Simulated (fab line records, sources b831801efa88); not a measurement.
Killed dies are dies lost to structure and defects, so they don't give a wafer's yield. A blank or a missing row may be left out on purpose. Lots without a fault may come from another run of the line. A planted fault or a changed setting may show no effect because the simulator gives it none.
Which tool did it? | flow gf180mcu | 14 lots, 42 wafers sampled, at 3 steps of a route of 602

WHAT THE GAUGES READ, wafer by wafer
GF_V5_OVL_MEAS_15. Usual: V5_OVL 3 nm, standard deviation 5.4.
lot  | measured     | on         | V5_OVL (nm) | flag
L333 | day 27 09:38 | overlay-02 | 13 18 6     |
L334 | day 27 12:22 | overlay-02 | 8 1 6       |
L336 | day 28 06:34 | overlay-01 | 2 3 -5      |
L337 | day 28 14:59 | overlay-02 | 3 6 6       |
L338 | day 29 01:37 | overlay-01 | 4 10 0      |
L339 | day 29 07:56 | overlay-01 | 2 6 5       |
L344 | day 30 17:01 | overlay-02 | -6 -4 1     |
L345 | day 31 02:45 | overlay-01 | 3 5 5       |
L347 | day 31 13:22 | overlay-01 | -6 2 0      |
L348 | day 31 21:27 | overlay-01 | -4 0 2      |
L349 | day 32 00:54 | overlay-02 | 2 7 -2      |
L353 | day 33 01:29 | overlay-02 | 3 8 6       |
L354 | day 33 06:12 | overlay-01 | 7 0 9       |
L356 | day 33 15:30 | overlay-02 | 7 11 6      |

GF_V5_THK_MEAS_25: measures by xrf. Usual: V5_W_THK 353 nm, standard deviation 4.3.
lot  | measured     | on            | V5_W_THK (nm) | flag
L333 | day 27 10:48 | film_metro-02 | 357 349 356   |
L334 | day 27 13:26 | film_metro-01 | 349 350 350   |
L336 | day 28 07:47 | film_metro-01 | 352 358 357   |
L337 | day 28 16:02 | film_metro-01 | 348 350 354   |
L338 | day 29 02:41 | film_metro-02 | 345 348 346   |
L339 | day 29 08:59 | film_metro-02 | 347 353 355   |
L344 | day 30 18:04 | film_metro-02 | 349 350 350   |
L345 | day 31 03:49 | film_metro-02 | 352 350 352   |
L347 | day 31 14:50 | film_metro-02 | 352 348 350   |
L348 | day 31 22:31 | film_metro-01 | 352 353 352   |
L349 | day 32 01:59 | film_metro-02 | 353 351 348   |
L353 | day 33 02:33 | film_metro-01 | 353 351 352   |
L354 | day 33 07:17 | film_metro-01 | 351 346 351   |
L356 | day 33 16:34 | film_metro-02 | 353 353 364   |

WHICH TOOL RAN EACH LOT (tool, then ch and the chambers of the sampled wafers, then the start)
lot  | GF_MVPSD_STRIP_10
L333 | plasma_asher-04 ch 0,1, day 5 01:01
L334 | plasma_asher-04 ch 0,1, day 5 07:04
L336 | plasma_asher-04 ch 0,1, day 5 19:50
L337 | plasma_asher-01 ch 0,1, day 6 01:04
L338 | plasma_asher-01 ch 0,1, day 6 07:26
L339 | plasma_asher-01 ch 0,1, day 6 13:01
L344 | plasma_asher-01 ch 0,1, day 7 20:31
L345 | plasma_asher-01 ch 0,1, day 8 01:10
L347 | plasma_asher-02 ch 0,1, day 8 13:55
L348 | plasma_asher-04 ch 0,1, day 8 20:23
L349 | plasma_asher-04 ch 0,1, day 9 02:13
L353 | plasma_asher-02 ch 0,1, day 10 01:52
L354 | plasma_asher-04 ch 1, day 10 07:49
L356 | plasma_asher-04 ch 0,1, day 10 18:41
- GF_MVPSD_STRIP_10: strips in O2/N2.

WHAT THE TOOLS THEMSELVES READ (means of the sampled wafers that have a number; where no wafer has one, the mark that the record gives instead)
GF_MVPSD_STRIP_10. Usual: drypump_motor_current_A 5.5 A, standard deviation 0.35; heater_power_w 315 W, standard deviation 26; oes_product_au 0.723 a.u., standard deviation 0.0044; strip_time_to_endpoint_s 37.00 s, standard deviation 0.11.
lot  | tool            | drypump_motor_current_A (A) | heater_power_w (W) | oes_product_au (a.u.) | strip_time_to_endpoint_s (s) | flag
L333 | plasma_asher-04 | 5.4                         | 308                | 0.723                 | 37.03                        |
L334 | plasma_asher-04 | 5.6                         | 291                | 0.721                 | 37.00                        |
L336 | plasma_asher-04 | 5.6                         | 292                | 0.721                 | 37.02                        |
L337 | plasma_asher-01 | 5.5                         | 303                | 0.727                 | 36.96                        |
L338 | plasma_asher-01 | 5.4                         | 317                | 0.725                 | 36.83                        |
L339 | plasma_asher-01 | 5.5                         | 303                | 0.726                 | 36.95                        |
L344 | plasma_asher-01 | 5.5                         | 304                | 0.722                 | 37.04                        |
L345 | plasma_asher-01 | 5.3                         | 317                | 0.721                 | 37.14                        |
L347 | plasma_asher-02 | 5.6                         | 349                | 0.722                 | 37.05                        |
L348 | plasma_asher-04 | 5.4                         | 307                | 0.726                 | 37.11                        |
L349 | plasma_asher-04 | 5.6                         | 296                | 0.723                 | 36.99                        |
L353 | plasma_asher-02 | 5.6                         | 349                | 0.727                 | 36.96                        |
L354 | plasma_asher-04 | 5.1                         | 319                | 0.720                 | 36.81                        |
L356 | plasma_asher-04 | 5.6                         | 295                | 0.725                 | 37.18                        |

THE ANSWER, worked out from the rows above alone
Rule: a lot is off if the mean of its wafers that have a number lies more than 3 standard deviations from the usual mean. A lot without any number at a reading at which 4 lots or more have one is off too. The other lots that the step has rows for count as sound. The gauges are gone through in route order, then the tools' own readings, and for those a lot's mean is taken as printed above. The first step at which some lot is off is used, and at that step the reading that is off furthest; a lot without a number counts as furthest.
No lot is off at any reading shown: from this, nothing can be told.

WHAT THE SIMULATOR HAD PUT IN
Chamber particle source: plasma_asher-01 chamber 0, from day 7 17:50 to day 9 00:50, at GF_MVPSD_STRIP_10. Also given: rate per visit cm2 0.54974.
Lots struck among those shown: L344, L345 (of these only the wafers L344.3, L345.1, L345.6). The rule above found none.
